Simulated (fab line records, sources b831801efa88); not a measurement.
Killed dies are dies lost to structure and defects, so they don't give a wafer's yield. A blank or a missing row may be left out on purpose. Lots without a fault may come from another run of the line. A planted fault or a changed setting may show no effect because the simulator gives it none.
Chamber matching | flow gf180mcu | GF_V5_CMP_04 on cmp-01: 4 sister chambers
The step polishes SiO2. 4 wafers are shown with their chamber, then 12 later ones without.

WAFERS WITH THEIR CHAMBER
wafer  | chamber | motor_current_A (A)
L083.6 | 0       | 12.6
L089.2 | 3       | 13.7
L089.3 | 1       | 11.0
L089.5 | 2       | 11.9

WAFERS WITHOUT THEIR CHAMBER
wafer  | motor_current_A (A)
L091.2 | 10.8
L091.5 | 11.9
L091.6 | 13.0
L094.4 | 12.6
L094.5 | 10.0
L094.6 | 12.5
L095.1 | 11.7
L095.4 | 10.5
L095.5 | 13.0
L096.1 | 12.9
L096.2 | 12.5
L096.3 | 12.2

WHICH CHAMBER EACH WENT THROUGH
wafer  | from the rows above          | in truth
L091.2 | 1                            | 1
L091.5 | can't be placed: 2 or 0      | 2
L091.6 | can't be placed: 0 or 3 or 2 | 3
L094.4 | can't be placed: 0 or 2      | 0
L094.5 | 1                            | 1
L094.6 | can't be placed: 0 or 2      | 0
L095.1 | can't be placed: 2 or 1 or 0 | 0
L095.4 | 1                            | 1
L095.5 | can't be placed: 0 or 3 or 2 | 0
L096.1 | can't be placed: 0 or 3 or 2 | 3
L096.2 | can't be placed: 0 or 2      | 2
L096.3 | can't be placed: 2 or 0      | 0
Placed correctly: 3 of 12. Can't be placed from these rows: 9 (the true chamber is among the candidates in 9). Placed wrongly: 0.
How it was worked out, from the rows above alone: a wafer's distance from a chamber is the root of the sum, over the readings, of the square of ((its reading less the chamber's mean) divided by the reading's scatter). The wafer belongs to the nearest chamber; if the next one is less than 2 further off, it can't be placed. A chamber's mean is the mean of its shown wafers. The scatter: with one shown wafer a chamber, the root of the mean of the squares of how far each hidden wafer lies from its nearest shown one.
